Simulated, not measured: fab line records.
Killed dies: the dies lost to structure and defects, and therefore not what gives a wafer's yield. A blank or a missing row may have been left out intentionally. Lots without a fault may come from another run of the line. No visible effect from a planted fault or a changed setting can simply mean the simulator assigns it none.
Which of the tools did it? / flow gf180mcu / 14 lots, 42 wafers sampled, at 2 steps of a route of 602

WHAT THE GAUGES READ, wafer by wafer
GF_M3_OVL_MEAS_15. Usual: M3_OVL gives -2 nm (standard deviation 5).
lot=L956; measured=day 22 06:27; on=overlay-01; M3_OVL (nm)=-15 -14 -8; flag=
lot=L957; measured=day 22 13:41; on=overlay-02; M3_OVL (nm)=-5 -3 -4; flag=
lot=L959; measured=day 23 09:11; on=overlay-01; M3_OVL (nm)=4 11 7; flag=
lot=L960; measured=day 24 01:23; on=overlay-02; M3_OVL (nm)=2 3 1; flag=
lot=L961; measured=day 24 06:53; on=overlay-02; M3_OVL (nm)=-3 1 -5; flag=
lot=L964; measured=day 24 23:29; on=overlay-01; M3_OVL (nm)=-2 2 -4; flag=
lot=L969; measured=day 26 14:02; on=overlay-01; M3_OVL (nm)=2 5 -1; flag=
lot=L970; measured=day 26 19:02; on=overlay-01; M3_OVL (nm)=-5 -1 1; flag=
lot=L971; measured=day 27 04:08; on=overlay-02; M3_OVL (nm)=3 3 2; flag=
lot=L972; measured=day 27 09:38; on=overlay-01; M3_OVL (nm)=-5 -5 -4; flag=
lot=L973; measured=day 27 14:38; on=overlay-01; M3_OVL (nm)=-4 -6 -10; flag=
lot=L974; measured=day 27 23:35; on=overlay-01; M3_OVL (nm)=6 -1 2; flag=
lot=L976; measured=day 28 16:11; on=overlay-01; M3_OVL (nm)=-10 -5 -3; flag=
lot=L978; measured=day 29 02:14; on=overlay-01; M3_OVL (nm)=-1 7 -4; flag=

TOOL THAT RAN EACH LOT (tool first, then ch and the chambers of the sampled wafers, then the start)
lot=L956; GF_V2_CVD_23=cvd w-01 ch 0,1, day 21 05:37
lot=L957; GF_V2_CVD_23=cvd w-01 ch 0,1, day 21 13:14
lot=L959; GF_V2_CVD_23=cvd w-02 ch 0,1, day 22 09:07
lot=L960; GF_V2_CVD_23=cvd w-01 ch 0, day 23 01:46
lot=L961; GF_V2_CVD_23=cvd w-01 ch 0,1, day 23 06:43
lot=L964; GF_V2_CVD_23=cvd w-01 ch 0,1, day 24 00:17
lot=L969; GF_V2_CVD_23=cvd w-01 ch 0, day 25 15:32
lot=L970; GF_V2_CVD_23=cvd w-02 ch 0,1, day 25 21:17
lot=L971; GF_V2_CVD_23=cvd w-02 ch 0,1, day 26 06:35
lot=L972; GF_V2_CVD_23=cvd w-02 ch 0,1, day 26 12:10
lot=L973; GF_V2_CVD_23=cvd w-02 ch 0,1, day 26 18:05
lot=L974; GF_V2_CVD_23=cvd w-02 ch 0,1, day 27 03:00
lot=L976; GF_V2_CVD_23=cvd w-02 ch 0,1, day 27 19:59
lot=L978; GF_V2_CVD_23=cvd w-02 ch 0,1, day 28 05:50
- GF_V2_CVD_23: deposits W, target thk 350 nm, time 104.94 s.

WHAT THE TOOLS THEMSELVES READ (means of the sampled wafers that have a number; where no wafer has one, the mark that the record gives instead)
GF_V2_CVD_23. Usual: heater power w at 817 W, with a standard deviation of 63.
lot=L956; tool=cvd w-01; heater power w (W)=789; flag=
lot=L957; tool=cvd w-01; heater power w (W)=796; flag=
lot=L959; tool=cvd w-02; heater power w (W)=881; flag=
lot=L960; tool=cvd w-01; heater power w (W)=762; flag=
lot=L961; tool=cvd w-01; heater power w (W)=798; flag=
lot=L964; tool=cvd w-01; heater power w (W)=772; flag=
lot=L969; tool=cvd w-01; heater power w (W)=760; flag=
lot=L970; tool=cvd w-02; heater power w (W)=838; flag=
lot=L971; tool=cvd w-02; heater power w (W)=822; flag=
lot=L972; tool=cvd w-02; heater power w (W)=834; flag=
lot=L973; tool=cvd w-02; heater power w (W)=833; flag=
lot=L974; tool=cvd w-02; heater power w (W)=847; flag=
lot=L976; tool=cvd w-02; heater power w (W)=842; flag=
lot=L978; tool=cvd w-02; heater power w (W)=884; flag=

THE ANSWER, worked out from the rows above alone
Rule: a lot is off if the mean of its wafers that have a number lies more than 3 standard deviations from the usual mean. Also off: a lot with no number at a reading for which 4 or more lots have one. Where the step has rows for the other lots, those lots are counted as sound. After the gauges, taken in route order, come the tools' own readings; for these a lot's mean is taken, as printed above. At the first step where some lot is off, the reading lying furthest off is the one used; lots without a number count as furthest.
Across all readings shown, no lot is off: no conclusion can be drawn from this.

WHAT WAS PUT IN BY THE SIMULATOR
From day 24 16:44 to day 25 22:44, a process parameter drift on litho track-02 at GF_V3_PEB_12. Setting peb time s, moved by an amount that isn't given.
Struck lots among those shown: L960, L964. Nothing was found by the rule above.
